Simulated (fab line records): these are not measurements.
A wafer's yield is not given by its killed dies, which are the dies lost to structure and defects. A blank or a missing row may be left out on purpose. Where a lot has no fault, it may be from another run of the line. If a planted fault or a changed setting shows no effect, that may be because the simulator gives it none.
fab line records    flow sky130    part 1 of 2: steps 1 to 26 of 38
[record] lots = 5  wafers = 15  last_day = 49
route steps=708 shown FIELD_ISO@1 NWELL@32 DNWELL@35
lots untouched by any fault: they come from a run of this same line in which no faults occurred
start_h: start of the lot's first displayed wafer, in hours after the record's first day    wait_h: hours elapsed since this lot's preceding step    " unchanged from the row above    L1.1+2: a row that stands for several wafers    - value missing, or start not given    * or withheld: withheld    < > ~ a bound
route shown NAME@n: NAME is a module with steps in the file, n the number in the route of the first one    usual: mean and standard deviation over wafers with no fault    same: alike in all rows    chamber/n: place in a boat    sites: each site's reading    _std_site: the standard deviation of these    _edge_site: inner sites' mean taken away from outer sites' mean    radius_mm: how far each site lies from the wafer's centre    mask NAME#n: copy n    behind: the most recent tool/chamber to have shaped the wafer    hold: the reason the lot was held/the length of the hold in hours/how it ended    device: whichever transistor did not switch (one of n, p or np)    end of line: tests of these same wafers at the route's end    step lacking rows: just its recipe    killed: at the first sort, the dies lost to defects and structure; wafer yield is something else    map: the dies of a wafer, with x for killed, . for not killed, _ for no die there
set.NAME: the setting that was run; set.NAME@STEP: the one run at that earlier step    model.NAME: the simulator's own value behind a step, which no gauge read
a table for each step, a row for each wafer; lots at some steps of the route
services: the hour from which a tool's chamber was out of use, counted from the record's first day as start_h (under 0 if before that day), plus the number of hours and why
[[steps]]
[step SKY_FIELD_ISO_BOW_MEAS_00]
[recipe] mode = bow
[usual] INCOMING_BOW = 0/6.9
lot.wafer  tool           chamber  start_h  wait_h  INCOMING_BOW[um]
L077.1     film_metro-01  -        25.00    -       9
L077.2     "              -        "        "       -1
L077.6     "              -        "        "       -4
L078.3     film_metro-04  -        30.04    -       -6
L078.4     "              -        "        "       4
L078.6     "              -        "        "       -6
L085.1     film_metro-04  -        65.00    -       0
L085.2     "              -        "        "       7
L085.6     "              -        "        "       5
L092.3     film_metro-04  -        100.04   -       15
L092.4     "              -        "        "       -4
L092.5     "              -        "        "       0
L093.2     film_metro-03  -        105.02   -       9
L093.4     "              -        "        "       6
L093.5     "              -        "        "       3
[step SKY_FIELD_ISO_OXIDATION_01]
[recipe] temp_c = 900  ambient = O2  stabilise_s = 600  purge_s = 300  target_thk_a = 120  ox_time_s = 1843
[usual] tube_center_temp_C_max = 902.3/0.36  zone_power_centre_pct = 18.5/0.51  zone_power_upper_pct = 17.3/0.33
lot.wafer  tool        chamber  start_h  wait_h  tube_center_temp_C_max  zone_power_centre_pct  zone_power_upper_pct
L077.1     furnace-02  0        26.37    1.3     902.2                   18.9                   16.9
L077.2     "           0        "        "       902.2                   18.8                   17.1
L077.6     "           0        "        "       902.1                   18.5                   16.9
L078.3     furnace-02  0        30.62    0.6     902.6                   18.4                   17.1
L078.4     "           0        "        "       902.0                   18.8                   17.0
L078.6     "           0        "        "       901.9                   18.9                   17.0
L085.1     furnace-01  0        65.12    0.1     902.5                   18.0                   17.8
L085.2     "           0        "        "       902.2                   17.8                   17.6
L085.6     "           0        "        "       902.8                   17.6                   17.8
L092.3     furnace-02  0        103.37   3.3     902.9                   18.4                   17.2
L092.4     "           0        "        "       902.3                   18.9                   17.1
L092.5     "           0        "        "       902.9                   18.9                   17.3
L093.2     furnace-01  0        106.57   1.5     902.3                   17.7                   17.9
L093.4     "           0        "        "       902.1                   17.8                   17.6
L093.5     "           0        "        "       902.6                   17.8                   17.7
[step SKY_FIELD_ISO_THK_MEAS_02]
[recipe] reads = SiO2_of_FIELD_ISO_OXIDATION_01
[usual] FIELD_ISO_OXIDATION_00_THK = 11.94/0.24
lot.wafer  tool           chamber  start_h  wait_h  FIELD_ISO_OXIDATION_00_THK[nm]
L077.1     film_metro-03  -        27.88    0.0     11.68
L077.2     "              -        "        "       12.19
L077.6     "              -        "        "       11.68
L078.3     film_metro-01  -        32.15    0.0     12.15
L078.4     "              -        "        "       12.17
L078.6     "              -        "        "       12.06
L085.1     film_metro-04  -        66.63    0.0     11.58
L085.2     "              -        "        "       11.66
L085.6     "              -        "        "       11.43
L092.3     film_metro-03  -        104.90   0.0     11.82
L092.4     "              -        "        "       11.80
L092.5     "              -        "        "       12.03
L093.2     film_metro-04  -        108.09   0.0     11.73
L093.4     "              -        "        "       11.87
L093.5     "              -        "        "       11.98
[step SKY_FIELD_ISO_CVD_03]
[recipe] material = Si3N4  precursor = DCS/NH3  target_thk_nm = 165  temp_c = 770  time_s = 2830  pressure_mtorr = 250
[usual] zone_power_centre_pct = 13.9/0.66  zone_power_upper_pct = 13.3/0.89
lot.wafer  tool      chamber  start_h  wait_h  zone_power_centre_pct  zone_power_upper_pct
L077.1     lpcvd-02  1        28.53    0.6     14.8                   14.6
L077.2     "         1        "        "       14.9                   14.3
L077.6     "         1        "        "       14.6                   14.6
L078.3     lpcvd-02  1        34.29    2.1     14.9                   14.7
L078.4     "         1        "        "       15.0                   14.7
L078.6     "         1        "        "       15.0                   14.8
L085.1     lpcvd-02  1        66.69    0.1     14.7                   14.6
L085.2     "         1        "        "       14.8                   14.6
L085.6     "         1        "        "       14.9                   14.6
L092.3     lpcvd-02  1        104.94   0.0     14.8                   14.6
L092.4     "         1        "        "       15.1                   14.3
L092.5     "         1        "        "       14.8                   14.5
L093.2     lpcvd-02  1        109.29   1.2     14.9                   14.4
L093.4     "         1        "        "       14.9                   14.4
L093.5     "         1        "        "       14.9                   14.4
[step SKY_FIELD_ISO_THK_MEAS_04]
[recipe] reads = Si3N4_of_FIELD_ISO_CVD_03
[usual] FIELD_ISO_CVD_03_THK = 165.5/1.5
lot.wafer  tool           chamber  start_h  wait_h  FIELD_ISO_CVD_03_THK[nm]
L077.1     film_metro-01  -        30.31    0.0     165.9
L077.2     "              -        "        "       166.7
L077.6     "              -        "        "       166.5
L078.3     film_metro-01  -        36.10    0.0     167.6
L078.4     "              -        "        "       167.2
L078.6     "              -        "        "       168.1
L085.1     film_metro-04  -        68.48    0.0     162.9
L085.2     "              -        "        "       163.7
L085.6     "              -        "        "       162.1
L092.3     film_metro-03  -        106.75   0.0     163.7
L092.4     "              -        "        "       164.6
L092.5     "              -        "        "       164.7
L093.2     film_metro-01  -        111.09   0.0     162.7
L093.4     "              -        "        "       164.6
L093.5     "              -        "        "       164.2
[step SKY_FIELD_ISO_DEHYDRATE_05]
[recipe] temp_c = 200  time_s = 60
[usual] heater_power_total_W = 160.37/0.13
lot.wafer  tool            chamber  start_h  wait_h  heater_power_total_W
L077.1     litho_track-01  0        37.21    6.9     160.45
L077.2     "               0        "        "       160.21
L077.6     "               0        "        "       160.58
L078.3     litho_track-04  0        43.29    7.2     160.42
L078.4     "               0        "        "       160.32
L078.6     "               0        "        "       160.18
L085.1     litho_track-01  0        76.41    7.9     160.28
L085.2     "               0        "        "       160.27
L085.6     "               0        "        "       160.34
L092.3     litho_track-01  0        115.56   8.8     160.45
L092.4     "               0        "        "       160.39
L092.5     "               0        "        "       160.35
L093.2     litho_track-02  0        119.54   8.4     160.54
L093.4     "               0        "        "       160.55
L093.5     "               0        "        "       160.59
[step SKY_FIELD_ISO_HMDS_06]
[recipe] prime_time_s = 60  prime_temp_c = 120
lot.wafer   tool            chamber  start_h  wait_h
L077.1+2+6  litho_track-01  0        37.36    0.1
L078.3+4+6  litho_track-04  0        43.44    0.1
L085.1+2+6  litho_track-01  0        76.56    0.1
L092.3+4+5  litho_track-01  0        115.71   0.1
L093.2+4+5  litho_track-02  0        119.69   0.1
[step SKY_FIELD_ISO_COAT_07]
[recipe] resist = BARC  temp_c = withheld  time_s = withheld  spin_rpm = 3000  resist_thk_nm = 60
lot.wafer   tool            chamber  start_h  wait_h
L077.1+2+6  litho_track-01  0        37.51    0.1
L078.3+4+6  litho_track-04  0        43.59    0.1
L085.1+2+6  litho_track-01  0        76.71    0.1
L092.3+4+5  litho_track-01  0        115.86   0.1
L093.2+4+5  litho_track-02  0        119.84   0.1
[step SKY_FIELD_ISO_COAT_08]
[recipe] resist = KrF-thick  spin_rpm = 3000  resist_thk_nm = 450
lot.wafer   tool            chamber  start_h  wait_h
L077.1+2+6  litho_track-01  0        -        -
L078.3+4+6  litho_track-04  0        -        -
L085.1+2+6  litho_track-01  0        -        -
L092.3+4+5  litho_track-01  0        -        -
L093.2+4+5  litho_track-02  0        -        -
[step SKY_FIELD_ISO_SOFTBAKE_09]
[recipe] temp_c = 100  time_s = 90  resist = KrF-thick
[usual] heater_power_total_W = 57.34/0.12
lot.wafer  tool            chamber  start_h  wait_h  heater_power_total_W
L077.1     litho_track-01  0        -        -       57.34
L077.2     "               0        "        "       57.20
L077.6     "               0        "        "       57.55
L078.3     litho_track-04  0        -        -       57.15
L078.4     "               0        "        "       57.59
L078.6     "               0        "        "       57.23
L085.1     litho_track-01  0        -        -       57.18
L085.2     "               0        "        "       57.11
L085.6     "               0        "        "       57.37
L092.3     litho_track-01  0        -        -       57.34
L092.4     "               0        "        "       57.27
L092.5     "               0        "        "       57.33
L093.2     litho_track-02  0        -        -       57.37
L093.4     "               0        "        "       57.16
L093.5     "               0        "        "       57.20
[step SKY_FIELD_ISO_EXPOSE_10]
[recipe] mask_id = FOM  na = 0.68  source_shape = annular  sigma_inner = 0.4  sigma_outer = 0.8  target_cd_nm = 150  dose_mj = 28
lot.wafer   tool            chamber  start_h  wait_h  mask
L077.1+2+6  krf_scanner-02  0        -        -       FOM#0
L078.3+4+6  krf_scanner-02  0        -        -       FOM#0
L085.1+2+6  krf_scanner-01  0        -        -       FOM#0
L092.3+4+5  krf_scanner-02  0        -        -       FOM#0
L093.2+4+5  krf_scanner-02  0        -        -       FOM#0
[step SKY_FIELD_ISO_PEB_11]
[recipe] peb_temp_c = withheld  peb_time_s = withheld  resist = KrF-thick
lot.wafer   tool            chamber  start_h  wait_h
L077.1+2+6  litho_track-04  0        -        -
L078.3+4+6  litho_track-04  0        -        -
L085.1+2+6  litho_track-04  0        -        -
L092.3+4+5  litho_track-04  0        -        -
L093.2+4+5  litho_track-02  0        -        -
[step SKY_FIELD_ISO_DEVELOP_12]
[recipe] develop_time_s = 60  resist = KrF-thick  dev_temp_c = 21
[same] develop_time_s = 60
lot.wafer   tool            chamber  start_h  wait_h
L077.1+2+6  litho_track-04  0        -        -
L078.3+4+6  litho_track-04  0        -        -
L085.1+2+6  litho_track-04  0        -        -
L092.3+4+5  litho_track-04  0        -        -
L093.2+4+5  litho_track-02  0        -        -
[step SKY_FIELD_ISO_CD_MEAS_13]
[recipe] target_cd_nm = 150
[usual] cd_nm = 150.3/1.1
lot.wafer  tool       chamber  start_h  wait_h  cd_nm
L077.1     cd_sem-01  -        45.54    -       151.2
L077.2     "          -        "        "       149.1
L077.6     "          -        "        "       150.4
L078.3     cd_sem-02  -        51.68    -       151.7
L078.4     "          -        "        "       152.9
L078.6     "          -        "        "       151.3
L085.1     cd_sem-01  -        85.74    -       150.7
L085.2     "          -        "        "       151.7
L085.6     "          -        "        "       148.8
L092.3     cd_sem-02  -        125.43   -       152.3
L092.4     "          -        "        "       152.0
L092.5     "          -        "        "       151.5
L093.2     cd_sem-02  -        129.24   -       149.3
L093.4     "          -        "        "       150.7
L093.5     "          -        "        "       150.8
[step SKY_FIELD_ISO_ETCH_14]
[recipe] chemistry = N2/H2  target = BARC  ion_energy_ev = 200  source_w = 500  bias_w = 100  pressure_mtorr = 30  n2_flow_sccm = 100  h2_flow_sccm = 200  stop_on = SiO2  time_s = 45.9  target_depth_a = 600
[usual] drypump_motor_current_A = 5.8/0.42  h2_flow_sccm = 199.9/0.55  oes_product_au = 0.855/0.0045  rf_fwd_power_W = 496.2/1.9  throttle_valve_pct = 13.226/0.0093
lot.wafer  tool         chamber  start_h  wait_h  drypump_motor_current_A  h2_flow_sccm  oes_product_au  rf_fwd_power_W  rf_hours_counter_h  throttle_valve_pct
L077.1     rie_diel-02  0        45.66    0.1     6.1                      200.5         0.857           498.3           123                 13.221
L077.2     "            1        "        "       5.7                      200.2         0.856           497.9           81                  13.234
L077.6     "            0        "        "       6.1                      200.5         0.857           497.1           -                   13.216
L078.3     rie_diel-04  0        51.76    0.1     5.8                      200.0         0.858           495.3           30                  13.229
L078.4     "            2        "        "       6.3                      199.5         0.860           495.9           4                   13.215
L078.6     "            0        "        "       5.8                      200.3         0.851           493.4           -                   13.240
L085.1     rie_diel-02  3        85.86    0.1     5.9                      200.0         0.854           495.7           88                  13.240
L085.2     "            2        "        "       5.2                      200.7         0.858           495.1           75                  13.216
L085.6     "            1        "        "       5.7                      199.9         0.860           498.8           -                   13.239
L092.3     rie_diel-01  0        125.51   0.1     4.9                      199.3         0.857           494.9           40                  13.207
L092.4     "            2        "        "       5.5                      199.9         0.851           495.0           -                   13.240
L092.5     "            0        "        "       5.0                      199.7         0.856           495.5           -                   13.223
L093.2     rie_diel-04  3        129.34   0.1     5.7                      198.8         0.857           494.8           100                 13.229
L093.4     "            2        "        "       6.3                      199.6         0.857           496.2           6                   13.230
L093.5     "            1        "        "       6.3                      199.9         0.858           495.6           -                   13.212
[step SKY_FIELD_ISO_ETCH_15]
[recipe] chemistry = CHF3/O2  target_depth_nm = 180  stop_on = Si  source_w = 600  bias_w = 200  pressure_mtorr = 40  chf3_flow_sccm = 50  O2_flow_sccm = 5  time_s = 72
[usual] drypump_motor_current_A = 5.8/0.42  oes_product_au = 0.948/0.0073  rf_fwd_power_W = 596.9/2  throttle_valve_pct = 8.845/0.0088
lot.wafer  tool         chamber  start_h  wait_h  drypump_motor_current_A  oes_product_au  rf_fwd_power_W  rf_hours_counter_h  throttle_valve_pct
L077.1     rie_diel-02  0        45.70    0.0     6.0                      0.946           600.3           123                 8.843
L077.2     "            1        "        "       5.7                      0.953           597.1           81                  8.849
L077.6     "            0        "        "       6.0                      0.951           599.0           -                   8.847
L078.3     rie_diel-04  0        51.80    0.0     5.8                      0.953           597.4           30                  8.847
L078.4     "            2        "        "       6.3                      0.950           592.8           4                   8.853
L078.6     "            0        "        "       5.8                      0.961           596.5           -                   8.838
L085.1     rie_diel-02  3        85.90    0.0     5.9                      0.940           597.6           88                  8.845
L085.2     "            2        "        "       5.2                      0.939           597.9           75                  8.844
L085.6     "            1        "        "       5.7                      0.927           599.7           -                   8.848
L092.3     rie_diel-01  0        125.55   0.0     4.9                      0.948           597.1           40                  8.847
L092.4     "            2        "        "       5.5                      0.943           596.6           -                   8.842
L092.5     "            0        "        "       4.9                      0.951           596.8           -                   8.839
L093.2     rie_diel-04  3        129.38   0.0     5.6                      0.932           593.6           100                 8.847
L093.4     "            2        "        "       6.3                      0.940           596.4           6                   8.847
L093.5     "            1        "        "       6.3                      0.947           598.7           -                   8.846
[step SKY_FIELD_ISO_STRIP_16]
[recipe] chemistry = O2/N2  power_w = 1400  pressure_mtorr = 1500  platen_temp_c = withheld  o2_flow_sccm = 3000  n2_flow_sccm = 300  overash_fraction = 0.5
[usual] drypump_motor_current_A = 5.3/0.31  oes_product_au = 0.377/0.0048  strip_time_to_endpoint_s = 3.52/0.038
lot.wafer  tool             chamber  start_h  wait_h  drypump_motor_current_A  oes_product_au  rf_hours_counter_h  strip_time_to_endpoint_s
L077.1     plasma_asher-02  1        45.75    0.0     5.8                      0.380           23                  3.47
L077.2     "                0        "        "       5.7                      0.380           23                  3.54
L077.6     "                0        "        "       5.7                      0.382           -                   3.49
L078.3     plasma_asher-03  1        51.89    0.1     4.8                      0.383           -                   3.53
L078.4     "                0        "        "       5.3                      0.379           -                   3.54
L078.6     "                1        "        "       4.8                      0.377           -                   3.52
L085.1     plasma_asher-03  1        85.95    0.0     4.8                      0.377           41                  3.54
L085.2     "                0        "        "       5.3                      0.380           41                  3.56
L085.6     "                1        "        "       4.8                      0.380           -                   3.52
L092.3     plasma_asher-01  1        125.64   0.1     5.4                      0.368           -                   3.49
L092.4     "                0        "        "       5.1                      0.379           -                   3.53
L092.5     "                1        "        "       5.4                      0.383           -                   3.49
L093.2     plasma_asher-03  0        129.44   0.0     5.3                      0.374           1                   3.47
L093.4     "                0        "        "       5.3                      0.379           -                   3.44
L093.5     "                1        "        "       4.9                      0.380           -                   3.53
[step SKY_FIELD_ISO_ETCH_17]
[recipe] target_depth_a = 3420  mask_material = Si3N4  chemistry = HBr/Cl2/O2  target = Si  taper_deg = 5  icp_w = 600  bias_w = 150  pressure_mtorr = 15  HBr_flow_sccm = 150  Cl2_flow_sccm = 40  O2_flow_sccm = 6  time_s = 97.7
[usual] drypump_motor_current_A = 6.1/0.45  oes_product_au = 0.998/0.011  rf_fwd_power_W = 595.8/2  throttle_valve_pct = 25.658/0.012
lot.wafer  tool       chamber  start_h  wait_h  drypump_motor_current_A  oes_product_au  rf_fwd_power_W  rf_hours_counter_h  throttle_valve_pct
L077.1     rie_si-02  3        45.85    0.1     6.0                      0.998           592.2           0                   25.668
L077.2     "          2        "        "       6.9                      0.998           598.3           90                  25.639
L077.6     "          0        "        "       5.6                      1.002           596.2           -                   25.654
L078.3     rie_si-02  1        51.95    0.0     5.7                      0.973           598.9           18                  25.661
L078.4     "          0        "        "       5.6                      0.987           595.0           24                  25.646
L078.6     "          2        "        "       6.8                      1.002           596.4           -                   25.672
L085.1     rie_si-01  3        86.05    0.1     6.1                      1.010           592.8           139                 25.665
L085.2     "          2        "        "       6.6                      1.004           598.1           125                 25.638
L085.6     "          3        "        "       6.2                      1.007           595.5           -                   25.645
L092.3     rie_si-01  3        125.70   0.0     6.1                      1.012           593.9           140                 25.632
L092.4     "          1        "        "       6.5                      0.997           598.3           0                   25.631
L092.5     "          3        "        "       6.1                      1.001           591.3           -                   25.664
L093.2     rie_si-01  0        129.54   0.1     5.7                      0.978           595.8           15                  25.687
L093.4     "          0        "        "       5.7                      0.978           596.3           -                   25.683
L093.5     "          2        "        "       6.6                      1.008           595.0           -                   25.641
[step SKY_FIELD_ISO_WET_ETCH_18]
[recipe] chemistry = H3PO4  target_depth_nm = 25  temp_c = 160  target = Si3N4  time_s = 286
lot.wafer   tool          chamber  start_h  wait_h
L077.1+2+6  wet_bench-04  2        45.93    0.0
L078.3+4+6  wet_bench-04  1        52.03    0.0
L085.1+2+6  wet_bench-03  3        86.12    0.0
L092.3+4+5  wet_bench-03  1        125.77   0.0
L093.2+4+5  wet_bench-04  1        129.61   0.0
[step SKY_FIELD_ISO_CLEAN_19]
[recipe] chemistry = SC1/SC2  mix = 1:4:20  temp_c = 70  time_s = 150
lot.wafer   tool          chamber  start_h  wait_h
L077.1+2+6  wet_bench-01  1        46.01    0.0
L078.3+4+6  wet_bench-01  2        52.12    0.0
L085.1+2+6  wet_bench-04  3        86.21    0.0
L092.3+4+5  wet_bench-04  0        125.86   0.0
L093.2+4+5  wet_bench-03  0        129.69   0.0
[step SKY_FIELD_ISO_CLEAN_20]
[recipe] chemistry = dHF  time_s = 20  dilution = 100:1
lot.wafer   tool          chamber  start_h  wait_h
L077.1+2+6  wet_bench-03  0        46.06    0.0
L078.3+4+6  wet_bench-03  2        52.18    0.0
L085.1+2+6  wet_bench-01  3        86.26    0.0
L092.3+4+5  wet_bench-01  1        125.91   0.0
L093.2+4+5  wet_bench-01  0        129.74   0.0
[step SKY_FIELD_ISO_WET_ETCH_21]
[recipe] chemistry = dHF  dilution = 100:1  target_depth_nm = 20  dry = ipa_marangoni  target = SiO2  temp_c = 25  time_s = 400
lot.wafer   tool          chamber  start_h  wait_h
L077.1+2+6  wet_bench-04  1        46.08    0.0
L078.3+4+6  wet_bench-04  3        52.19    0.0
L085.1+2+6  wet_bench-04  1        86.29    0.0
L092.3+4+5  wet_bench-03  0        125.93   0.0
L093.2+4+5  wet_bench-04  2        129.76   0.0
[step SKY_FIELD_ISO_OXIDATION_22]
[recipe] temp_c = 950  ambient = O2  stabilise_s = 600  purge_s = 300  target_thk_a = 100  ox_time_s = 623
[usual] tube_center_temp_C_max = 952.4/0.4  zone_power_centre_pct = 20.8/0.64  zone_power_upper_pct = 19.7/0.38
lot.wafer  tool        chamber  start_h  wait_h  tube_center_temp_C_max  zone_power_centre_pct  zone_power_upper_pct
L077.1     furnace-02  0        46.31    0.1     952.6                   21.6                   19.2
L077.2     "           0        "        "       952.7                   21.6                   19.7
L077.6     "           0        "        "       952.1                   21.2                   19.4
L078.3     furnace-02  0        52.73    0.4     952.2                   21.4                   19.5
L078.4     "           0        "        "       951.7                   21.1                   19.4
L078.6     "           0        "        "       952.0                   21.1                   19.7
L085.1     furnace-02  0        86.63    0.2     952.1                   20.9                   19.1
L085.2     "           0        "        "       952.7                   21.0                   19.3
L085.6     "           0        "        "       952.7                   21.7                   19.7
L092.3     furnace-01  0        126.63   0.6     952.8                   20.2                   20.5
L092.4     "           0        "        "       952.9                   20.1                   19.5
L092.5     "           0        "        "       953.0                   20.0                   20.1
L093.2     furnace-02  0        129.88   0.0     952.4                   21.2                   19.7
L093.4     "           0        "        "       952.3                   21.1                   19.5
L093.5     "           0        "        "       952.1                   21.3                   19.3
[step SKY_FIELD_ISO_THK_MEAS_23]
[recipe] reads = SiO2_of_FIELD_ISO_OXIDATION_22
[usual] FIELD_ISO_OXIDATION_01_THK = 9.96/0.19
lot.wafer  tool           chamber  start_h  wait_h  FIELD_ISO_OXIDATION_01_THK[nm]
L077.1     film_metro-03  -        47.49    0.0     9.79
L077.2     "              -        "        "       9.78
L077.6     "              -        "        "       10.03
L078.3     film_metro-01  -        53.92    0.0     10.03
L078.4     "              -        "        "       10.04
L078.6     "              -        "        "       10.12
L085.1     film_metro-04  -        87.81    0.0     9.85
L085.2     "              -        "        "       9.98
L085.6     "              -        "        "       9.90
L092.3     film_metro-04  -        127.82   0.0     10.04
L092.4     "              -        "        "       10.09
L092.5     "              -        "        "       9.98
L093.2     film_metro-01  -        131.06   0.0     10.16
L093.4     "              -        "        "       10.00
L093.5     "              -        "        "       10.19
[step SKY_FIELD_ISO_CVD_24]
[recipe] material = SiO2  target_thk_nm = 595  temp_c = 650  sigma_open_frac = 0.3  time_s = 99.2  sih4_flow_sccm = 60  pressure_mtorr = 6
lot.wafer   tool       chamber  start_h  wait_h
L077.1+2+6  hdpcvd-02  0,2,0    47.55    0.1
L078.3+4+6  hdpcvd-02  1,2,1    53.96    0.0
L085.1+2+6  hdpcvd-02  1,2,1    87.86    0.1
L092.3+4+5  hdpcvd-01  0,2,1    127.86   0.0
L093.2+4+5  hdpcvd-01  2,2,1    131.11   0.0
[step SKY_FIELD_ISO_THK_MEAS_25]
[recipe] reads = SiO2_of_FIELD_ISO_CVD_24
[usual] FIELD_ISO_CVD_24_THK = 596/6.8
lot.wafer  tool           chamber  start_h  wait_h  FIELD_ISO_CVD_24_THK[nm]
L077.1     film_metro-03  -        47.62    0.0     604
L077.2     "              -        "        "       597
L077.6     "              -        "        "       606
L078.3     film_metro-03  -        54.05    0.1     595
L078.4     "              -        "        "       594
L078.6     "              -        "        "       596
L085.1     film_metro-03  -        87.94    0.0     597
L085.2     "              -        "        "       601
L085.6     "              -        "        "       599
L092.3     film_metro-01  -        127.95   0.1     590
L092.4     "              -        "        "       595
L092.5     "              -        "        "       594
L093.2     film_metro-04  -        131.19   0.0     590
L093.4     "              -        "        "       593
L093.5     "              -        "        "       582
